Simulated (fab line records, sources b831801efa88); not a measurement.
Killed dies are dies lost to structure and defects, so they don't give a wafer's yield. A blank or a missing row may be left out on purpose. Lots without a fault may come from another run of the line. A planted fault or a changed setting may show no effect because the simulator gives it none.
Which tool did it? | flow gf180mcu | 24 lots, 72 wafers sampled, at 5 steps of a route of 602

WHAT THE GAUGES READ, wafer by wafer
GF_V5_OVL_MEAS_15.
lot  | measured     | on         | V5_OVL (nm)
L074 | day 27 01:16 | overlay-02 | -4 -6 -3
L075 | day 27 18:11 | overlay-02 | -5 -4 1
L076 | day 28 15:01 | overlay-01 | 0 -4 -11
L077 | day 28 17:17 | overlay-02 | 7 -1 5
L078 | day 28 19:16 | overlay-02 | 9 -6 1
L079 | day 29 04:14 | overlay-01 | 13 1 2
L080 | day 29 10:37 | overlay-02 | -3 -4 -2
L081 | day 30 02:16 | overlay-02 | 2 6 -3
L082 | day 30 07:10 | overlay-01 | 8 14 -1
L083 | day 30 10:50 | overlay-02 | 0 -9 -6
L084 | day 30 13:26 | overlay-02 | -1 -2 -1
L085 | day 31 02:56 | overlay-02 | -6 -4 0
L086 | day 31 04:31 | overlay-01 | 2 -3 2
L087 | day 31 04:52 | overlay-02 | -11 -17 -12
L088 | day 31 18:25 | overlay-02 | -1 1 1
L089 | day 32 02:43 | overlay-02 | -6 -7 8
L090 | day 32 11:43 | overlay-02 | 8 -2 -3
L091 | day 32 17:31 | overlay-02 | 1 -2 -6
L094 | day 33 10:52 | overlay-02 | -7 0 3
L095 | day 33 12:02 | overlay-02 | -8 -3 -7
L093 | day 33 12:10 | overlay-01 | -7 -4 -4
L096 | day 33 13:19 | overlay-02 | 2 0 5
L092 | day 33 14:34 | overlay-02 | -11 2 -1
L097 | day 34 04:38 | overlay-02 | 0 4 -1

WHICH TOOL RAN EACH LOT (tool, then ch and the chambers of the sampled wafers, then the start)
lot  | GF_V4_ETCH_17                                 | GF_MIM_SPUTTER_00            | GF_MIM_SPUTTER_02            | GF_V5_CMP_04
L074 | rie_diel-04 ch 1,2, day 24 09:47 or earlier   | pvd_sputter-02, day 24 09:47 | pvd_sputter-02, day 24 09:55 | cmp-01 ch 0,1,2, day 26 03:41
L075 | rie_diel-04 ch 1,2,3, day 25 01:08 or earlier | pvd_sputter-03, day 25 01:08 | pvd_sputter-03, day 25 01:16 | cmp-01 ch 2,3, day 26 21:30
L076 | rie_diel-03 ch 0,3, day 26 00:31 or earlier   | pvd_sputter-03, day 26 00:31 | pvd_sputter-03, day 26 00:38 | cmp-01 ch 1,3, day 27 18:58
L077 | rie_diel-04 ch 2,3, day 26 01:20 or earlier   | pvd_sputter-01, day 26 01:20 | pvd_sputter-01, day 26 01:28 | cmp-02 ch 1,2,3, day 27 20:51
L078 | rie_diel-02 ch 0,1, day 26 03:24 or earlier   | pvd_sputter-02, day 26 03:24 | pvd_sputter-02, day 26 03:32 | cmp-02 ch 0,2,3, day 27 22:58
L079 | rie_diel-04 ch 2,3, day 26 16:26 or earlier   | pvd_sputter-03, day 26 16:26 | pvd_sputter-03, day 26 16:34 | cmp-02 ch 0,2, day 28 09:44
L080 | rie_diel-03 ch 1,3, day 26 21:22 or earlier   | pvd_sputter-02, day 26 21:22 | pvd_sputter-02, day 26 21:30 | cmp-02 ch 0,1,2, day 28 15:27
L081 | rie_diel-03 ch 1,2,3, day 27 15:05 or earlier | pvd_sputter-01, day 27 15:05 | pvd_sputter-01, day 27 15:13 | cmp-01 ch 0,2,3, day 29 06:33
L082 | rie_diel-04 ch 0,2,3, day 27 18:55 or earlier | pvd_sputter-02, day 27 18:55 | pvd_sputter-02, day 27 19:03 | cmp-02 ch 0,2,3, day 29 11:36
L083 | rie_diel-03 ch 0,1, day 27 22:19 or earlier   | pvd_sputter-03, day 27 22:19 | pvd_sputter-03, day 27 22:27 | cmp-01 ch 1,2, day 29 15:20
L084 | rie_diel-03 ch 0,1,3, day 28 00:43 or earlier | pvd_sputter-02, day 28 00:43 | pvd_sputter-02, day 28 00:50 | cmp-02 ch 0,1,2, day 29 18:07
L085 | rie_diel-03 ch 0,1,3, day 28 16:03 or earlier | pvd_sputter-03, day 28 16:03 | pvd_sputter-03, day 28 16:11 | cmp-02 ch 1,2,3, day 30 07:49
L086 | rie_diel-04 ch 0,1,3, day 28 17:52 or earlier | pvd_sputter-02, day 28 17:52 | pvd_sputter-02, day 28 17:59 | cmp-01 ch 0,2,3, day 30 09:53
L087 | rie_diel-03 ch 0,1,2, day 28 19:47 or earlier | pvd_sputter-02, day 28 19:47 | pvd_sputter-02, day 28 19:55 | cmp-02 ch 2,3, day 30 10:34
L088 | rie_diel-02 ch 0,3, day 29 09:09 or earlier   | pvd_sputter-02, day 29 09:09 | pvd_sputter-02, day 29 09:17 | cmp-01 ch 0,1,3, day 31 00:21
L089 | rie_diel-02 ch 1,2,3, day 29 18:04 or earlier | pvd_sputter-01, day 29 18:04 | pvd_sputter-01, day 29 18:12 | cmp-02 ch 0,1,3, day 31 08:30
L090 | rie_diel-04 ch 0,1,3, day 30 04:51 or earlier | pvd_sputter-01, day 30 04:51 | pvd_sputter-01, day 30 04:59 | cmp-02 ch 0,2, day 31 18:43
L091 | rie_diel-03 ch 1,3, day 30 10:34 or earlier   | pvd_sputter-01, day 30 10:34 | pvd_sputter-01, day 30 10:42 | cmp-02 ch 1,3, day 32 00:24
L094 | rie_diel-02 ch 0,2,3, day 31 05:55 or earlier | pvd_sputter-02, day 31 05:55 | pvd_sputter-02, day 31 06:04 | cmp-01 ch 0,1,3, day 32 18:10
L095 | rie_diel-04 ch 0,1,3, day 31 07:10 or earlier | pvd_sputter-01, day 31 07:10 | pvd_sputter-01, day 31 07:19 | cmp-01 ch 0,1,3, day 32 19:10
L093 | rie_diel-02 ch 0,2, day 31 07:42 or earlier   | pvd_sputter-01, day 31 07:42 | pvd_sputter-01, day 31 07:50 | cmp-01 ch 2,3, day 32 20:28
L096 | rie_diel-02 ch 0,1, day 31 08:52 or earlier   | pvd_sputter-02, day 31 08:52 | pvd_sputter-02, day 31 09:00 | cmp-02 ch 0,1,3, day 32 21:07
L092 | rie_diel-03 ch 0,2,3, day 31 09:49 or earlier | pvd_sputter-03, day 31 09:49 | pvd_sputter-03, day 31 09:57 | cmp-02 ch 0,1,3, day 32 22:19
L097 | rie_diel-02 ch 0,1, day 32 00:58 or earlier   | pvd_sputter-02, day 32 00:58 | pvd_sputter-02, day 32 01:06 | cmp-01 ch 0,1,3, day 33 12:18
- GF_V4_ETCH_17: etches SiO2 in C4F8/O2/Ar, stops on TiN, target depth 630 nm.
- GF_MIM_SPUTTER_00: material Ti, target thk 37.5 nm, time 150 s.
- GF_MIM_SPUTTER_02: material AlCu, target thk 450 nm, time 23.9 s.
- GF_V5_CMP_04: polishes SiO2.

WHAT THE TOOLS THEMSELVES READ (means of the sampled wafers that have a number; where no wafer has one, the mark that the record gives instead)
GF_V4_ETCH_17.
lot  | tool        | oes_product_au (a.u.)
L074 | rie_diel-04 | 0.856
L075 | rie_diel-04 | 0.862
L076 | rie_diel-03 | 0.862
L077 | rie_diel-04 | 0.852
L078 | rie_diel-02 | 0.858
L079 | rie_diel-04 | 0.858
L080 | rie_diel-03 | 0.853
L081 | rie_diel-03 | 0.854
L082 | rie_diel-04 | 0.856
L083 | rie_diel-03 | 0.856
L084 | rie_diel-03 | 0.857
L085 | rie_diel-03 | 0.856
L086 | rie_diel-04 | 0.855
L087 | rie_diel-03 | 0.857
L088 | rie_diel-02 | 0.853
L089 | rie_diel-02 | 0.851
L090 | rie_diel-04 | 0.858
L091 | rie_diel-03 | 0.855
L094 | rie_diel-02 | 0.857
L095 | rie_diel-04 | 0.859
L093 | rie_diel-02 | 0.853
L096 | rie_diel-02 | 0.858
L092 | rie_diel-03 | 0.857
L097 | rie_diel-02 | 0.857

GF_MIM_SPUTTER_00.
lot  | tool           | throttle_valve_pct (%)
L074 | pvd_sputter-02 | 30.1
L075 | pvd_sputter-03 | 29.8
L076 | pvd_sputter-03 | 30.2
L077 | pvd_sputter-01 | 30.3
L078 | pvd_sputter-02 | 29.9
L079 | pvd_sputter-03 | 29.6
L080 | pvd_sputter-02 | 29.7
L081 | pvd_sputter-01 | 29.3
L082 | pvd_sputter-02 | 30.2
L083 | pvd_sputter-03 | 29.7
L084 | pvd_sputter-02 | 30.5
L085 | pvd_sputter-03 | 29.4
L086 | pvd_sputter-02 | 30.0
L087 | pvd_sputter-02 | 30.5
L088 | pvd_sputter-02 | 29.7
L089 | pvd_sputter-01 | 30.4
L090 | pvd_sputter-01 | 29.9
L091 | pvd_sputter-01 | 29.9
L094 | pvd_sputter-02 | 29.8
L095 | pvd_sputter-01 | 29.1
L093 | pvd_sputter-01 | 29.8
L096 | pvd_sputter-02 | 29.8
L092 | pvd_sputter-03 | 29.7
L097 | pvd_sputter-02 | 30.2

GF_MIM_SPUTTER_02.
lot  | tool           | throttle_valve_pct (%)
L074 | pvd_sputter-02 | 30.3
L075 | pvd_sputter-03 | 29.7
L076 | pvd_sputter-03 | 30.3
L077 | pvd_sputter-01 | 30.1
L078 | pvd_sputter-02 | 29.9
L079 | pvd_sputter-03 | 29.5
L080 | pvd_sputter-02 | 29.7
L081 | pvd_sputter-01 | 29.2
L082 | pvd_sputter-02 | 30.2
L083 | pvd_sputter-03 | 29.9
L084 | pvd_sputter-02 | 30.5
L085 | pvd_sputter-03 | 29.5
L086 | pvd_sputter-02 | 30.0
L087 | pvd_sputter-02 | 30.4
L088 | pvd_sputter-02 | 29.8
L089 | pvd_sputter-01 | 30.5
L090 | pvd_sputter-01 | 29.8
L091 | pvd_sputter-01 | 29.5
L094 | pvd_sputter-02 | 30.0
L095 | pvd_sputter-01 | 29.2
L093 | pvd_sputter-01 | 29.9
L096 | pvd_sputter-02 | 29.6
L092 | pvd_sputter-03 | 29.7
L097 | pvd_sputter-02 | 30.4

GF_V5_CMP_04.
lot  | tool   | motor_current_A (A)
L074 | cmp-01 | 12.2
L075 | cmp-01 | 12.5
L076 | cmp-01 | 13.5
L077 | cmp-02 | 12.2
L078 | cmp-02 | 10.6
L079 | cmp-02 | 10.1
L080 | cmp-02 | 11.5
L081 | cmp-01 | 12.5
L082 | cmp-02 | 10.6
L083 | cmp-01 | 12.2
L084 | cmp-02 | 11.4
L085 | cmp-02 | 12.4
L086 | cmp-01 | 12.4
L087 | cmp-02 | 11.4
L088 | cmp-01 | 12.3
L089 | cmp-02 | 10.3
L090 | cmp-02 | 11.2
L091 | cmp-02 | 11.9
L094 | cmp-01 | 12.6
L095 | cmp-01 | 12.9
L093 | cmp-01 | 11.6
L096 | cmp-02 | 10.3
L092 | cmp-02 | 10.4
L097 | cmp-01 | 12.5

THE ANSWER, worked out from the rows above alone
Rule: what is usual is taken from the lots themselves. Put in order of their means at a reading, lots are off if they are a third of the lots or fewer, leave a main group of 4 or more, and stand apart from it by a gap of 3 or more times the standard deviation of the main group's means; of several such gaps the widest counts. A main group whose means are all the same, to the digits that the tables above print for the reading, isn't used. A lot without any number at a reading at which 4 lots or more have one is off too. The other lots that the step has rows for count as sound. The gauges are gone through in route order, then the tools' own readings, and for those a lot's mean is taken as printed above. The first step at which some lot is off is used, and at that step the reading that is off furthest; a lot without a number counts as furthest.
No lot is off at any reading shown: from this, nothing can be told.

WHAT THE SIMULATOR HAD PUT IN
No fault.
